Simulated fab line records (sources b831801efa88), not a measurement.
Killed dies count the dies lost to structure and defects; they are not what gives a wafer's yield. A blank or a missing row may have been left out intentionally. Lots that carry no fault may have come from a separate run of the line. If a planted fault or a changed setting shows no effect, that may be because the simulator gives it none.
fab line records :: flow sky130 :: part 2 of 2: steps 21 to 21 of 21
[record]
  lots = 6
  wafers = 18
  last-day = 50
route steps=708 shown LI_CONTACT@383 LOCAL_INTERCONNECT@387 PAD_OPEN@708
lots that met no fault: taken from a fault-free run of the same line
start-h: start of the lot's first displayed wafer, in hours after the record's first day :: wait-h: time in hours since the lot's previous step :: " as in the row above :: L1.1+2: one row covering several wafers at once :: - no value present, or no start provided :: * or withheld: withheld :: < > ~ a bound
route shown NAME@n: NAME is a module with steps in the file, n the number in the route of the first one :: usual: mean/standard deviation taken from wafers without a fault :: same: alike in all rows :: chamber/n: place in a boat :: sites: each site's reading :: _std_site: their standard deviation :: _edge_site: the outer-site mean with the inner-site mean subtracted :: radius-mm: for every site, how far away it sits from the centre of the wafer :: mask NAME#n: copy n :: behind: tool/chamber where the wafer was last shaped :: hold: why the lot went on hold/how many hours it stayed there/how the hold came to an end :: device: transistor that didn't switch, given as n, p or np :: end of line: the tests these same wafers got at the end of their route :: a step given without rows: its recipe and nothing more :: killed: not the wafer's yield, but the dies lost to structure and defects at the first sort :: map: per-die view of a wafer (x killed, . not killed, _ where there is no die)
set.NAME: the setting that was run; set.NAME@STEP: the one run at that earlier step :: model.NAME: the simulator's own value behind a step, which no gauge read
certain route steps with their lots: each step a table, each wafer a row
services: from which hour (start-h, from the record's first day; less than 0 if before it) a tool's chamber was out of use, for how many hours, and why
[[steps]]
[step SKY_PAD_OPEN_PROBE_99]
[usual]
  killed_at_M0_to_M3 = 42/6.8
  killed_at_M4_up = 3.4/1.8
  killed-at-contacts = 25/5.7
  killed-at-front-end = 16/4.8
  killed-at-other = 0.2/0.39
  killed-dies = 87/9.6
  killed-on-rim = 17/3.9
  killed-open = 47/6.9
  killed-short = 40/6.3
[same]
  gross-dies = 492
  killed-at-back-side = 0
lot.wafer: L719.1
tool: prober-01
chamber: -
start-h: 1138.68
wait-h: 0.1
hold: -
killed_at_M0_to_M3: 42
killed_at_M4_up: 6
killed-at-contacts: 24
killed-at-front-end: 11
killed-at-other: 0
killed-dies: 83
killed-on-rim: 16
killed-open: 44
killed-short: 39

lot.wafer: L719.2
tool: prober-01
chamber: -
start-h: 1138.73
wait-h: 0.1
hold: -
killed_at_M0_to_M3: 41
killed_at_M4_up: 6
killed-at-contacts: 16
killed-at-front-end: 12
killed-at-other: 0
killed-dies: 75
killed-on-rim: 15
killed-open: 47
killed-short: 28

lot.wafer: L719.3
tool: prober-01
chamber: -
start-h: 1138.78
wait-h: 0.2
hold: -
killed_at_M0_to_M3: 53
killed_at_M4_up: 4
killed-at-contacts: 28
killed-at-front-end: 17
killed-at-other: 0
killed-dies: 102
killed-on-rim: 24
killed-open: 54
killed-short: 48

lot.wafer: L721.2
tool: prober-01
chamber: -
start-h: 1146.32
wait-h: 0.1
hold: -
killed_at_M0_to_M3: 37
killed_at_M4_up: 1
killed-at-contacts: 21
killed-at-front-end: 9
killed-at-other: 0
killed-dies: 68
killed-on-rim: 17
killed-open: 37
killed-short: 31

lot.wafer: L721.4
tool: prober-01
chamber: -
start-h: 1146.42
wait-h: 0.2
hold: -
killed_at_M0_to_M3: 33
killed_at_M4_up: 2
killed-at-contacts: 24
killed-at-front-end: 16
killed-at-other: 0
killed-dies: 75
killed-on-rim: 20
killed-open: 45
killed-short: 30

lot.wafer: L721.6
tool: prober-01
chamber: -
start-h: 1146.52
wait-h: 0.2
hold: -
killed_at_M0_to_M3: 57
killed_at_M4_up: 4
killed-at-contacts: 23
killed-at-front-end: 24
killed-at-other: 0
killed-dies: 108
killed-on-rim: 17
killed-open: 52
killed-short: 56

lot.wafer: L725.2
tool: prober-01
chamber: -
start-h: 1167.18
wait-h: 0.1
hold: -
killed_at_M0_to_M3: 38
killed_at_M4_up: 4
killed-at-contacts: 29
killed-at-front-end: 6
killed-at-other: 0
killed-dies: 77
killed-on-rim: 15
killed-open: 45
killed-short: 32

lot.wafer: L725.4
tool: prober-01
chamber: -
start-h: 1167.28
wait-h: 0.2
hold: -
killed_at_M0_to_M3: 36
killed_at_M4_up: 4
killed-at-contacts: 27
killed-at-front-end: 26
killed-at-other: 0
killed-dies: 93
killed-on-rim: 14
killed-open: 54
killed-short: 39

lot.wafer: L725.6
tool: prober-01
chamber: -
start-h: 1167.38
wait-h: 0.2
hold: -
killed_at_M0_to_M3: 45
killed_at_M4_up: 6
killed-at-contacts: 26
killed-at-front-end: 13
killed-at-other: 1
killed-dies: 91
killed-on-rim: 19
killed-open: 42
killed-short: 49

lot.wafer: L728.1
tool: prober-02
chamber: -
start-h: 1179.01
wait-h: 0.1
hold: await-dispo/1.6h/release
killed_at_M0_to_M3: 40
killed_at_M4_up: 1
killed-at-contacts: 18
killed-at-front-end: 18
killed-at-other: 0
killed-dies: 77
killed-on-rim: 14
killed-open: 43
killed-short: 31

lot.wafer: L728.4
tool: prober-02
chamber: -
start-h: 1179.16
wait-h: 0.2
hold: await-dispo/1.6h/release
killed_at_M0_to_M3: 50
killed_at_M4_up: 3
killed-at-contacts: 32
killed-at-front-end: 15
killed-at-other: 1
killed-dies: 101
killed-on-rim: 18
killed-open: 59
killed-short: 42

lot.wafer: L728.5
tool: prober-02
chamber: -
start-h: 1179.21
wait-h: 0.2
hold: await-dispo/1.6h/release
killed_at_M0_to_M3: 31
killed_at_M4_up: 7
killed-at-contacts: 410
killed-at-front-end: 17
killed-at-other: 0
killed-dies: 465
killed-on-rim: 77
killed-open: 40
killed-short: 44

lot.wafer: L729.1
tool: prober-01
chamber: -
start-h: 1186.09
wait-h: 0.1
hold: await-dispo/2.8h/release
killed_at_M0_to_M3: 33
killed_at_M4_up: 8
killed-at-contacts: 215
killed-at-front-end: 12
killed-at-other: 0
killed-dies: 268
killed-on-rim: 28
killed-open: 37
killed-short: 40

lot.wafer: L729.5
tool: prober-01
chamber: -
start-h: 1186.29
wait-h: 0.2
hold: await-dispo/2.8h/release
killed_at_M0_to_M3: 47
killed_at_M4_up: 4
killed-at-contacts: 26
killed-at-front-end: 11
killed-at-other: 0
killed-dies: 88
killed-on-rim: 12
killed-open: 39
killed-short: 47

lot.wafer: L729.6
tool: prober-01
chamber: -
start-h: 1186.34
wait-h: 0.2
hold: await-dispo/2.8h/release
killed_at_M0_to_M3: 46
killed_at_M4_up: 3
killed-at-contacts: 20
killed-at-front-end: 20
killed-at-other: 0
killed-dies: 89
killed-on-rim: 15
killed-open: 47
killed-short: 42

lot.wafer: L731.1
tool: prober-01
chamber: -
start-h: 1190.62
wait-h: 0.1
hold: -
killed_at_M0_to_M3: 40
killed_at_M4_up: 3
killed-at-contacts: 26
killed-at-front-end: 4
killed-at-other: 0
killed-dies: 73
killed-on-rim: 22
killed-open: 48
killed-short: 25

lot.wafer: L731.2
tool: prober-01
chamber: -
start-h: 1190.67
wait-h: 0.1
hold: -
killed_at_M0_to_M3: 34
killed_at_M4_up: 1
killed-at-contacts: 27
killed-at-front-end: 12
killed-at-other: 0
killed-dies: 74
killed-on-rim: 15
killed-open: 44
killed-short: 30

lot.wafer: L731.3
tool: prober-01
chamber: -
start-h: 1190.72
wait-h: 0.2
hold: -
killed_at_M0_to_M3: 42
killed_at_M4_up: 1
killed-at-contacts: 21
killed-at-front-end: 16
killed-at-other: 0
killed-dies: 80
killed-on-rim: 19
killed-open: 44
killed-short: 36
// killed by level:class
L719.1 VIA1:geometric-particle:open=14 LOCAL_INTERCONNECT:geometric-particle:short=7 CONTACT:geometric-particle:open=6 VIA3:geometric-particle:open=6 METAL4:geometric-particle:short=5 VIA1:geometric-particle:short=5 CONTACT:geometric-particle:short=4 VIA2:geometric-particle:open=4
L719.2 VIA1:geometric-particle:open=13 POLY_GATE:geometric-particle:open=6 LI_CONTACT:geometric-particle:open=6 CONTACT:geometric-particle:open=6 METAL1:geometric-particle:short=6 VIA2:geometric-particle:open=6 VIA1:geometric-particle:short=4 VIA3:geometric-particle:open=4
L719.3 VIA1:geometric-particle:open=14 CONTACT:geometric-particle:open=10 VIA2:geometric-particle:open=8 LOCAL_INTERCONNECT:geometric-particle:short=8 LI_CONTACT:geometric-particle:open=7 VIA3:geometric-particle:open=7 FIELD_ISO:geometric-particle:short=6 METAL1:geometric-particle:short=6
L721.2 VIA2:geometric-particle:open=11 CONTACT:geometric-particle:open=6 VIA1:geometric-particle:open=6 LI_CONTACT:geometric-particle:open=4 CONTACT:geometric-particle:short=4 METAL1:geometric-particle:short=4 LI_CONTACT:geometric-particle:short=3 METAL3:geometric-particle:short=3
L721.4 VIA1:geometric-particle:open=12 LI_CONTACT:geometric-particle:open=9 CONTACT:geometric-particle:open=8 FIELD_ISO:geometric-particle:short=4 POLY_GATE:geometric-particle:open=4 METAL2:geometric-particle:open=4 VIA2:geometric-particle:open=4 POLY_GATE:geometric-particle:short=3
L721.6 FIELD_ISO:geometric-particle:short=12 VIA2:geometric-particle:open=11 METAL1:geometric-particle:short=9 VIA1:geometric-particle:open=8 LI_CONTACT:geometric-particle:short=7 METAL2:geometric-particle:short=7 VIA1:geometric-particle:short=6 FIELD_ISO:geometric-particle:open=5
L725.2 CONTACT:geometric-particle:open=15 VIA1:geometric-particle:open=7 VIA3:geometric-particle:open=7 METAL1:geometric-particle:short=6 CONTACT:geometric-particle:short=5 LI_CONTACT:geometric-particle:open=4 VIA1:geometric-particle:short=4 VIA2:geometric-particle:open=3
L725.4 FIELD_ISO:geometric-particle:open=10 LI_CONTACT:geometric-particle:open=9 CONTACT:geometric-particle:open=9 VIA1:geometric-particle:open=8 FIELD_ISO:geometric-particle:short=7 VIA3:geometric-particle:open=6 VIA1:geometric-particle:short=6 VIA2:geometric-particle:open=6
L725.6 VIA1:geometric-particle:open=11 METAL1:geometric-particle:short=10 LOCAL_INTERCONNECT:geometric-particle:short=8 LI_CONTACT:geometric-particle:open=8 VIA3:geometric-particle:open=6 LI_CONTACT:geometric-particle:short=5 FIELD_ISO:geometric-particle:open=4 CONTACT:geometric-particle:open=4
L728.1 VIA2:geometric-particle:open=9 VIA1:geometric-particle:open=8 POLY_GATE:geometric-particle:short=6 CONTACT:geometric-particle:open=6 VIA3:geometric-particle:open=5 CONTACT:geometric-particle:short=4 VIA1:geometric-particle:short=4 METAL2:geometric-particle:open=4
L728.4 LI_CONTACT:geometric-particle:open=11 CONTACT:geometric-particle:open=11 METAL1:geometric-particle:short=11 VIA3:geometric-particle:open=8 VIA1:geometric-particle:open=8 VIA2:geometric-particle:open=7 METAL2:geometric-particle:short=5 FIELD_ISO:geometric-particle:short=4
L728.5 LOCAL_INTERCONNECT:area-expose=381 CONTACT:geometric-particle:open=11 VIA1:geometric-particle:short=10 LI_CONTACT:geometric-particle:open=7 FIELD_ISO:geometric-particle:short=6 POLY_GATE:geometric-particle:open=4 VIA1:geometric-particle:open=4 LOCAL_INTERCONNECT:geometric-particle:short=4
L729.1 LOCAL_INTERCONNECT:area-expose=191 CONTACT:geometric-particle:open=10 VIA1:geometric-particle:open=8 METAL4:geometric-particle:short=7 METAL1:geometric-particle:short=5 CONTACT:geometric-particle:short=5 VIA1:geometric-particle:short=5 VIA2:geometric-particle:open=5
L729.5 METAL2:geometric-particle:short=9 VIA1:geometric-particle:short=9 LI_CONTACT:geometric-particle:open=8 CONTACT:geometric-particle:open=7 VIA1:geometric-particle:open=7 CONTACT:geometric-particle:short=6 VIA2:geometric-particle:open=6 VIA2:geometric-particle:short=5
L729.6 VIA1:geometric-particle:open=10 METAL2:geometric-particle:short=7 VIA1:geometric-particle:short=7 LI_CONTACT:geometric-particle:open=6 CONTACT:geometric-particle:open=6 POLY_GATE:geometric-particle:open=5 VIA2:geometric-particle:short=5 VIA3:geometric-particle:short=5
L731.1 CONTACT:geometric-particle:open=10 VIA1:geometric-particle:open=10 VIA3:geometric-particle:open=8 VIA2:geometric-particle:open=6 METAL2:geometric-particle:short=5 LI_CONTACT:geometric-particle:open=4 LOCAL_INTERCONNECT:geometric-particle:short=4 LI_CONTACT:geometric-particle:short=3
L731.2 CONTACT:geometric-particle:open=10 VIA3:geometric-particle:open=8 LI_CONTACT:geometric-particle:open=6 VIA1:geometric-particle:open=5 CONTACT:geometric-particle:short=5 VIA2:geometric-particle:short=5 VIA2:geometric-particle:open=5 LOCAL_INTERCONNECT:geometric-particle:short=4
L731.3 METAL1:geometric-particle:short=9 VIA1:geometric-particle:open=8 CONTACT:geometric-particle:open=6 LI_CONTACT:geometric-particle:open=5 METAL2:geometric-particle:short=5 VIA1:geometric-particle:short=5 VIA2:geometric-particle:open=5 FIELD_ISO:geometric-particle:open=4
// map L728.5 (x killed, . not)
__________..xxx...xx_________
________xxxxxxxxxx.xx._______
______xx.xxxxxxxxxxxx.xx_____
_____.xxxxxxxxxxxxxxxxxxx____
____xxxxxxxxxxxxxxxxxxxxxx___
___xxxxxxxxxxxxxxxxxxxxxxxx__
__xxxxxxxxxxxxxxxxxxxxxxxxxx_
_.xxxxxxxxxxxxxxxxxxxxxxxxxxx
_xxxxxxxxxxxxxxxxxxxxxxxxxxxx
_..xxxxxxxxxxxxxxxxxxxxxxxxxx
_x.xxxxxxxxxxxxxxxxxxxxxxxx.x
_xxxxxxxxxxxxxxxxxxxxxxxxxxxx
_.xxxxxxxxxxxxxxxxxxxxxxxxxx.
_xxxxxxxxxxxxxxxxxxxxxxxxxxxx
_xxxxx.xxxxxxxxxxxxxxxxxxxxxx
__.xxxxxxxxxxxxxxxxxxxxxxxxx_
___.xxxxxxxxxxxxxxxxxxxxxxx__
____...xxxxxxxxxxxxxxxxxxx___
_____xx.xxxxxxxxxxxxxxxxx____
______xxxxxxxxxxxxx.xxxx_____
________xxxxxxxxxxxxx._______
__________xxxxxxx.xx_________
// map L729.1 (x killed, . not)
__________.....x...._________
________...x.........._______
______.....x.........x.._____
_____...x..x.x.x.xxxx.xx.____
____xx.........x.xxxx..xx.___
___.x.xxx...xxxxxx..x..xx..__
__...x....xx.xxxx...xxx.xx.x_
_x......xxxxxxxxx.xxxxxxxx.x.
_x...xx.xxxxxxxx.xxxxx.x.x.x.
_.....x.xxxxxxxxxxx.x.xxx....
_...xxxx.xxxxxxxxxxxxxx..x...
_...x..x.xxxxxxxxxxxxx.xx..x.
_.....x.xx.xxxxxx.x.xxx.....x
_..xxx..x.xxxxxxxxxxxxxxxx...
_..x.xx.x.xxxxxxx.xxx..xx..xx
__x.x..xxxxxxx.xxxxxxx.x.xx._
___....xx.xxxxxxxx.xx...x..__
____.xxxx.xxxxxxxxxx.xxx..___
_____...x.x..xx.xxxxx..xx____
______x.x....xx..xxx...x_____
________..x......xx.x._______
__________x..xx....x_________
[[services]]
tool: cmp-01
chamber: -
start-h: 751.72
hours: 1.2
kind: repair

tool: krf-scanner-02
chamber: -
start-h: 752.88
hours: 1.3
kind: pm

tool: krf-scanner-01
chamber: -
start-h: 763.40
hours: 4.4
kind: pm

tool: rie-metal-04
chamber: 0
start-h: 781.18
hours: -
kind: clean

tool: cvd-w-01
chamber: 1
start-h: 789.14
hours: 8.0
kind: repair

tool: krf-scanner-02
chamber: -
start-h: 791.28
hours: 0.3
kind: repair

tool: cmp-01
chamber: -
start-h: 793.39
hours: 4.0
kind: pm

tool: cvd-w-01
chamber: -
start-h: 812.46
hours: 0.5
kind: repair

tool: plasma-asher-04
chamber: -
start-h: 815.43
hours: 1.5
kind: repair

tool: krf-scanner-02
chamber: -
start-h: 819.54
hours: 2.4
kind: repair

tool: rie-metal-04
chamber: -
start-h: 820.55
hours: 0.3
kind: repair

tool: rie-metal-04
chamber: 0
start-h: 820.80
hours: 20.9
kind: repair

tool: krf-scanner-02
chamber: -
start-h: 821.93
hours: 1.0
kind: pm

tool: krf-scanner-02
chamber: -
start-h: 824.91
hours: 4.4
kind: pm

tool: rie-metal-04
chamber: 1
start-h: 838.27
hours: 3.8
kind: repair

tool: plasma-asher-01
chamber: -
start-h: 841.53
hours: 2.8
kind: pm

tool: krf-scanner-01
chamber: -
start-h: 841.84
hours: 4.0
kind: pm

tool: krf-scanner-01
chamber: -
start-h: 845.86
hours: 0.8
kind: pm

tool: cmp-02
chamber: -
start-h: 849.64
hours: 0.9
kind: repair

tool: rie-metal-02
chamber: -
start-h: 850.68
hours: 2.8
kind: pm

tool: cvd-w-02
chamber: 1
start-h: 852.98
hours: 2.5
kind: repair

tool: krf-scanner-01
chamber: -
start-h: 859.28
hours: 0.8
kind: pm

tool: rie-metal-02
chamber: -
start-h: 861.81
hours: 0.9
kind: repair

tool: krf-scanner-01
chamber: -
start-h: 867.68
hours: 1.0
kind: pm
[[key]]
[first-sign]
  step = SKY_LOCAL_INTERCONNECT_EXPOSE_08
  reading = exposure-dose-mJ-cm2
  direction = down
  sigmas = 25
  usual = *
  struck = *
[effect]
  step = SKY_LOCAL_INTERCONNECT_CD_MEAS_11
  reading = visit
  direction = added
  through = control-loop
[effect]
  step = SKY_LOCAL_INTERCONNECT_CD_MEAS_11
  reading = cd-nm
  direction = down
  sigmas = 13
  usual = 170.4
  struck = 149.2
  through = control-loop
[effect]
  step = SKY_PAD_OPEN_PROBE_99
  reading = killed-at-contacts
  direction = up
  sigmas = 17
  usual = 25
  struck = 120
  wafers-moved = 2
[model-effect]
  step = SKY_LOCAL_INTERCONNECT_ETCH_13
  value = LOCAL_INTERCONNECT.cd-nm
  without = 169.7
  struck = 149.6
[model-effect]
  step = SKY_LOCAL_INTERCONNECT_METAL_ETCH_14
  value = LOCAL_INTERCONNECT.cd-nm
  without = 169
  struck = 149
[more-kills-born-at]
  SKY_LOCAL_INTERCONNECT_EXPOSE_08@krf-scanner-02 = 577
met-at SKY_LOCAL_INTERCONNECT_EXPOSE_08
struck-wafers L728.1,L728.4,L728.5,L729.1,L729.5,L729.6
later-rows-left-out L728.5
tester-left-out L728,L729
[loop-trim]
  step = SKY_LOCAL_INTERCONNECT_EXPOSE_08
  setting = dose
  lots = L728,L729
onset-between 785.21 835.83
[fault]
  kind = process-parameter-drift
  tool = krf-scanner-02
  chamber = -
  onset-h = 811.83
  steps = SKY_LOCAL_INTERCONNECT_EXPOSE_08
  channel = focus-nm
  offset = 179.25
  spread-by-wafer = 0.3
  shape = step
  end-h = 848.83
// tester-left-out: of these lots the tester's yield and bins aren't shown, on N5 and GAA mostly nor the transistor test; their killed dies are dies lost to structure and defects alone, not to doping, threshold or leakage, so they don't give the yield
// later-rows-left-out: the simulator's readings of these wafers behind a module that went badly wrong aren't trusted and aren't shown, but for the sort
// loop-trim: a control loop set the setting to another value than it would have without faults
